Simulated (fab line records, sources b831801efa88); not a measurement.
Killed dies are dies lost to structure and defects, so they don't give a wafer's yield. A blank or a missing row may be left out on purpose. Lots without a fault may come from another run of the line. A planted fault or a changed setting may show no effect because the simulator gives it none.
fab line records | flow sky130 | part 2 of 2: steps 29 to 40 of 40
record lots=5 wafers=15 last_day=50
route steps=708 shown LDD_HVP@278 LDD_LDN@289 SPACER@304 POLY_CUT@307
lots that met no fault: from a run of the same line without faults
start_h: hours from the record's first day to the start of the lot's first wafer shown | wait_h: hours since the lot's step before | " the same as in the row above | L1.1+2: a row that stands for several wafers | - no value, or no start given | * or withheld: withheld | < > ~ a bound
route shown NAME@n: a module of which the file shows steps, and the number in the route of the first | usual: mean/standard deviation of fault-free wafers | same: alike in all rows | chamber/n: place in a boat | sites: the reading at each site | _std_site: their standard deviation | _edge_site: outer sites' mean less inner sites' | radius_mm: how far each site lies from the wafer's centre | mask NAME#n: copy n | behind: the tool/chamber that last shaped the wafer | hold: why the lot was held/for how many hours/how that ended | device: the transistor (n, p or np) that didn't switch | end of line: the same wafers' tests at the end of the route | a step without rows: its recipe alone | killed: dies lost to structure and defects at the first sort, not the wafer's yield | map: a wafer's dies, x killed, . not, _ none there
set.NAME: the setting as run; set.NAME@STEP: as run at that earlier step | model.NAME: the simulator's own value behind a step, which no gauge read
lots at some steps of the route; a table a step, a row a wafer
services: from which hour (start_h, from the record's first day; less than 0 if before it) a tool's chamber was out of use, for how many hours, and why
## steps
# step SKY_SPACER_ETCHBACK_02
# recipe chemistry=CH3F/O2 target=Si3N4 stop_on=SiO2 source_w=400 bias_w=80 pressure_mtorr=25 ch3f_flow_sccm=40 O2_flow_sccm=30 time_s=46.7 target_depth_a=450
# usual chamber_pressure_mTorr=25.000/0.021 drypump_motor_current_A=5.9/0.39 oes_product_au=0.855/0.0069 rf_fwd_power_W=395.3/1.8 throttle_valve_pct=10.564/0.0094
# same time_s=46.7
# columns lot.wafer tool chamber start_h wait_h chamber_pressure_mTorr drypump_motor_current_A oes_product_au rf_fwd_power_W rf_hours_counter_h throttle_valve_pct
L074.3 rie_diel-04 1 541.56 0.1 25.013 5.6 0.862 394.7 - 10.568
L074.5 " 0 " " 24.953 6.5 0.854 391.7 - 10.555
L074.6 " 1 " " 25.005 5.6 0.862 394.4 - 10.568
L078.2 rie_diel-01 0 560.54 0.0 24.980 5.4 0.862 392.5 4 10.561
L078.3 " 2 " " 25.011 5.8 0.848 398.5 5 10.560
L078.6 " 0 " " 24.986 5.4 0.855 393.4 - 10.575
L087.1 rie_diel-01 0 670.06 0.1 25.020 5.4 0.858 394.9 6 10.569
L087.3 " 3 " " 25.024 6.2 0.860 394.5 2 10.564
L087.4 " 2 " " 25.000 5.8 0.857 397.3 - 10.560
L088.3 rie_diel-02 2 674.51 0.0 24.982 6.1 0.856 398.2 4 10.554
L088.4 " 0 " " 24.972 5.3 0.857 395.4 43 10.552
L088.5 " 2 " " 25.001 6.1 0.861 395.4 - 10.583
L097.2 rie_diel-02 3 720.82 0.0 24.981 6.2 0.855 395.4 12 10.566
L097.3 " 1 " " 25.014 6.1 0.853 396.9 5 10.563
L097.6 " 3 " " 24.976 6.2 0.841 394.7 - 10.556
# step SKY_POLY_CUT_DEHYDRATE_00
# recipe temp_c=200 time_s=60
# same time_s=60
# columns lot.wafer tool chamber start_h wait_h
L074.3+5+6 litho_track-02 0 555.52 13.9
L078.2+3+6 litho_track-04 0 574.87 14.3
L087.1+3+4 litho_track-01 0 684.13 14.0
L088.3+4+5 litho_track-04 0 688.14 13.6
L097.2+3+6 litho_track-01 0 733.61 12.8
# step SKY_POLY_CUT_HMDS_01
# recipe prime_time_s=60 prime_temp_c=120
# columns lot.wafer tool chamber start_h wait_h
L074.3+5+6 litho_track-02 0 555.67 0.1
L078.2+3+6 litho_track-04 0 575.02 0.1
L087.1+3+4 litho_track-01 0 684.28 0.1
L088.3+4+5 litho_track-04 0 688.29 0.1
L097.2+3+6 litho_track-01 0 733.76 0.1
# step SKY_POLY_CUT_COAT_02
# recipe resist=BARC temp_c=withheld time_s=withheld spin_rpm=3000 resist_thk_nm=60
# columns lot.wafer tool chamber start_h wait_h
L074.3+5+6 litho_track-02 0 555.82 0.1
L078.2+3+6 litho_track-04 0 575.17 0.1
L087.1+3+4 litho_track-01 0 684.43 0.1
L088.3+4+5 litho_track-04 0 688.44 0.1
L097.2+3+6 litho_track-01 0 733.91 0.1
# step SKY_POLY_CUT_COAT_03
# recipe resist=KrF-thick spin_rpm=3000 resist_thk_nm=450
# columns lot.wafer tool chamber start_h wait_h
L074.3+5+6 litho_track-02 0 - -
L078.2+3+6 litho_track-04 0 - -
L087.1+3+4 litho_track-01 0 - -
L088.3+4+5 litho_track-04 0 - -
L097.2+3+6 litho_track-01 0 - -
# step SKY_POLY_CUT_SOFTBAKE_04
# recipe temp_c=100 time_s=88.54 resist=KrF-thick
# same time_s=88.54
# columns lot.wafer tool chamber start_h wait_h
L074.3+5+6 litho_track-02 0 - -
L078.2+3+6 litho_track-04 0 - -
L087.1+3+4 litho_track-01 0 - -
L088.3+4+5 litho_track-04 0 - -
L097.2+3+6 litho_track-01 0 - -
# step SKY_POLY_CUT_EXPOSE_05
# recipe mask_id=NPCM na=0.8 source_shape=annular sigma_inner=0.55 sigma_outer=0.85 target_cd_nm=270 dose_mj=32
# columns lot.wafer tool chamber start_h wait_h mask
L074.3+5+6 krf_scanner-02 0 - - NPCM#0
L078.2+3+6 krf_scanner-02 0 - - NPCM#0
L087.1+3+4 krf_scanner-02 0 - - NPCM#0
L088.3+4+5 krf_scanner-02 0 - - NPCM#0
L097.2+3+6 krf_scanner-02 0 - - NPCM#0
# step SKY_POLY_CUT_PEB_06
# recipe peb_temp_c=withheld peb_time_s=withheld resist=KrF-thick
# columns lot.wafer tool chamber start_h wait_h
L074.3+5+6 litho_track-04 0 - -
L078.2+3+6 litho_track-01 0 - -
L087.1+3+4 litho_track-01 0 - -
L088.3+4+5 litho_track-02 0 - -
L097.2+3+6 litho_track-01 0 - -
# step SKY_POLY_CUT_DEVELOP_07
# recipe develop_time_s=60 resist=KrF-thick dev_temp_c=21
# columns lot.wafer tool chamber start_h wait_h
L074.3+5+6 litho_track-04 0 - -
L078.2+3+6 litho_track-01 0 - -
L087.1+3+4 litho_track-01 0 - -
L088.3+4+5 litho_track-02 0 - -
L097.2+3+6 litho_track-01 0 - -
# step SKY_POLY_CUT_CD_MEAS_08
# recipe target_cd_nm=270
# usual cd_nm=269.9/1.3
# columns lot.wafer tool chamber start_h wait_h cd_nm
L074.3 cd_sem-02 - 571.78 - 272.3
L074.5 " - " " 271.1
L074.6 " - " " 270.1
L078.2 cd_sem-02 - 590.35 - 268.4
L078.3 " - " " 268.5
L078.6 " - " " 269.1
L087.1 cd_sem-02 - 698.13 - 270.6
L087.3 " - " " 270.8
L087.4 " - " " 270.8
L088.3 cd_sem-01 - 702.61 - 269.7
L088.4 " - " " 269.0
L088.5 " - " " 268.0
L097.2 cd_sem-01 - 747.90 - 268.4
L097.3 " - " " 267.9
L097.6 " - " " 268.6
# step SKY_POLY_CUT_OVL_MEAS_09
# usual POLY_CUT_OVL=-1/4.3
# columns lot.wafer tool chamber start_h wait_h POLY_CUT_OVL[nm]
L074.3 overlay-01 - 571.88 0.1 -3
L074.5 " - " " 3
L074.6 " - " " -4
L078.2 overlay-01 - 590.46 0.1 1
L078.3 " - " " 2
L078.6 " - " " -7
L087.1 overlay-02 - 698.25 0.1 -3
L087.3 " - " " -8
L087.4 " - " " -4
L088.3 overlay-01 - 702.70 0.1 -3
L088.4 " - " " -6
L088.5 " - " " -4
L097.2 overlay-02 - 748.01 0.1 -6
L097.3 " - " " -2
L097.6 " - " " 3
# step SKY_POLY_CUT_ETCH_10
# recipe chemistry=N2/H2 target=BARC ion_energy_ev=200 source_w=500 bias_w=100 pressure_mtorr=30 n2_flow_sccm=100 h2_flow_sccm=200 stop_on=SiO2 time_s=45.9 target_depth_a=600
# usual chamber_pressure_mTorr=29.999/0.028 drypump_motor_current_A=5.7/0.41 n2_flow_sccm=100.0/0.33 oes_product_au=0.854/0.0049 rf_fwd_power_W=495.0/2.4 throttle_valve_pct=13.225/0.009
# same time_s=45.9
# columns lot.wafer tool chamber start_h wait_h chamber_pressure_mTorr drypump_motor_current_A n2_flow_sccm oes_product_au rf_fwd_power_W rf_hours_counter_h throttle_valve_pct
L074.3 rie_diel-03 3 571.90 0.0 29.962 5.9 99.3 0.848 494.8 2 13.237
L074.5 " 1 " " 29.991 5.1 100.0 0.860 493.4 - 13.232
L074.6 " 0 " " 30.015 5.2 99.8 0.847 498.1 - 13.229
L078.2 rie_diel-02 0 590.49 0.0 30.002 5.3 100.0 0.853 493.7 41 13.225
L078.3 " 1 " " 30.028 6.1 100.1 0.850 497.3 2 13.228
L078.6 " 1 " " 30.007 6.2 100.2 0.860 500.4 - 13.222
L087.1 rie_diel-03 3 698.29 0.0 29.972 5.8 99.9 0.855 491.0 5 13.220
L087.3 " 0 " " 30.023 5.2 100.3 0.860 499.2 3 13.230
L087.4 " 2 " " 29.999 5.8 100.1 0.854 495.5 0 13.223
L088.3 rie_diel-04 0 702.72 0.0 29.989 6.5 100.0 0.844 490.3 15 13.217
L088.4 " 2 " " 29.995 5.4 99.4 0.846 497.3 4 13.218
L088.5 " 1 " " 29.993 5.6 100.0 0.854 495.8 - 13.221
L097.2 rie_diel-02 1 748.04 0.0 29.982 6.2 100.1 0.859 493.1 6 13.231
L097.3 " 2 " " 29.965 6.1 100.1 0.864 498.2 6 13.247
L097.6 " 1 " " 29.998 6.2 100.1 0.854 497.0 - 13.214
## services
# columns tool chamber start_h hours kind
krf_scanner-02 - 468.96 1.0 pm
krf_scanner-02 - 497.03 4.0 pm
implanter-02 - 518.53 4.0 pm
krf_scanner-02 - 523.56 4.5 repair
krf_scanner-02 - 543.81 1.3 pm
implanter-02 - 561.56 4.1 repair
krf_scanner-02 - 575.89 4.4 pm
krf_scanner-02 - 593.36 3.6 pm
iline_stepper-02 - 602.53 2.1 pm
implanter-02 - 623.38 2.7 repair
krf_scanner-02 - 633.58 0.8 pm
krf_scanner-02 - 637.96 1.0 pm
rie_diel-02 0 640.66 4.0 repair
implanter-02 - 647.60 0.6 repair
iline_stepper-02 - 665.18 1.7 pm
iline_stepper-01 - 675.12 1.7 pm
implanter-03 - 688.65 1.4 repair
implanter-03 - 690.07 3.7 pm
implanter-02 - 694.01 4.9 pm
rie_diel-02 - 706.38 3.3 repair
plasma_asher-01 - 714.81 2.8 pm
krf_scanner-02 - 719.71 1.3 pm
iline_stepper-02 - 730.31 5.0 repair
implanter-03 - 747.59 1.0 repair
